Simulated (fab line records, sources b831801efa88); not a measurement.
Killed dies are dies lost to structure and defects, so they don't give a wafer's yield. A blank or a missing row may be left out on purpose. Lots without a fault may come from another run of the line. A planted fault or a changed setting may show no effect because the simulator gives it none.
Problem report in the 8D (eight disciplines) form, filled by code | flow sfq_line | the parts of the form that need people (team, actions taken, sign-off) are left out

1. THE PROBLEM
bias_w at SFQ_TRILAYER_I1_VIA_ETCH_VIA_ETCH_052 reads a mean of 94.58 W on 1 wafer of 1 lot; wafers without a fault read 79.97 W with a standard deviation of 0.24. That is +61 standard deviations from the usual mean.
The step: etches SiO2 in CHF3, stops on Nb, target depth 260 nm.
First seen on wafer L575.4, day 40 01:17, on rie_diel-04. The record holds 15 wafers of 5 lots with a number at this step. Rule for "out", or "out of limits": more than 4 standard deviations from the usual mean. The other wafers with a number count as sound.

2. WHAT IT IS AND WHAT IT IS NOT
question                    | is                | is not
which readings at this step | bias_w            | drypump_motor_current_A
which lots                  | L575              | L558, L562, L576, L577
which wafers of those lots  | L575.4            | L575.2, L575.3
read on which tools         | rie_diel-04       | rie_diel-02, rie_diel-03
when                        | from day 40 01:17 | up to then (8 sound wafers); but 6 sound wafers of L576, L577 came after

3. SUSPECTS, AND WHAT RULES EACH OUT
Counting: a tool at a process step up to the reading stays a suspect if it ran every lot that is out. Sound lots after the first of them don't rule it out here, since some wafers of a struck lot are sound.
- pecvd-03 at SFQ_TRILAYER_I1_DEP_PECVD_045 (deposits SiO2 from SiH4/N2O, time 111.11 s, target thk 500 nm): kept. It ran the lot that is out, L575 (day 33 08:22).
- cmp-02 at SFQ_TRILAYER_I1_CMP_CMP_046 (polishes SiO2): kept. It ran the lot that is out, L575 (day 33 09:01); its last sound lot up to then is L562 (day 25 01:08).
- film_metro-01 at SFQ_TRILAYER_I1_METRO_MEASURE_047: kept. It ran the lot that is out, L575 (day 33 12:20).
- rie_diel-04 at SFQ_TRILAYER_I1_VIA_BARC_OPEN_VIA_ETCH_071 (etches BARC in O2, target depth 125 nm, time 41.7 s): kept. It ran the lot that is out, L575 (day 40 01:15); its last sound lot up to then is L562 (day 25 07:44).
- rie_diel-04 at SFQ_TRILAYER_I1_VIA_ETCH_VIA_ETCH_052 (etches SiO2 in CHF3, stops on Nb, target depth 260 nm): kept. It ran the lot that is out, L575 (day 40 01:17); its last sound lot up to then is L562 (day 25 07:47). Its own readings are out on those wafers: bias_w.
- Within cmp-02 at SFQ_TRILAYER_I1_CMP_CMP_046: the wafers that are out ran in chamber 1; their sound lot-mates ran in chambers 0, 2.
- Within rie_diel-04 at SFQ_TRILAYER_I1_VIA_BARC_OPEN_VIA_ETCH_071: the wafers that are out ran in chamber 0; their sound lot-mates ran in chambers 1, 2.
- Within rie_diel-04 at SFQ_TRILAYER_I1_VIA_ETCH_VIA_ETCH_052: the wafers that are out ran in chamber 0; their sound lot-mates ran in chambers 1, 2.
Left after counting: pecvd-03 at SFQ_TRILAYER_I1_DEP_PECVD_045, cmp-02 at SFQ_TRILAYER_I1_CMP_CMP_046, film_metro-01 at SFQ_TRILAYER_I1_METRO_MEASURE_047, rie_diel-04 at SFQ_TRILAYER_I1_VIA_BARC_OPEN_VIA_ETCH_071, rie_diel-04 at SFQ_TRILAYER_I1_VIA_ETCH_VIA_ETCH_052.

4. THE CAUSE (what the simulator had put in)
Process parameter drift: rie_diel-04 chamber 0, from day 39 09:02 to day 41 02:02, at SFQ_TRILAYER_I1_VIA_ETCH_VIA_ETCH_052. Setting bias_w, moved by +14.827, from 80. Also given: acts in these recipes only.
Counting left 5 suspects, and this tool is among them.

5. THE CHAIN OF EFFECTS, in route order
Each row: a reading whose mean over the struck wafers that have a number lies more than 3 standard deviations from the usual. Only readings for which the record gives a usual standard deviation are gone through. hours: the time from each lot's start at the first step in this table that gives one to its start at this step, as a median over the lots. sigmas: the change in usual standard deviations.
hours | step                                  | reading | usual   | on struck wafers | change | sigmas
0     | SFQ_TRILAYER_I1_VIA_ETCH_VIA_ETCH_052 | bias_w  | 79.97 W | 94.58            | +14.61 | +61
The process steps in it:
- SFQ_TRILAYER_I1_VIA_ETCH_VIA_ETCH_052: etches SiO2 in CHF3, stops on Nb, target depth 260 nm.

6. WHAT WOULD HAVE CAUGHT IT SOONER
In this record the first reading out of limits was taken at day 40 01:17, 16 hours after the fault began at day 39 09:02.
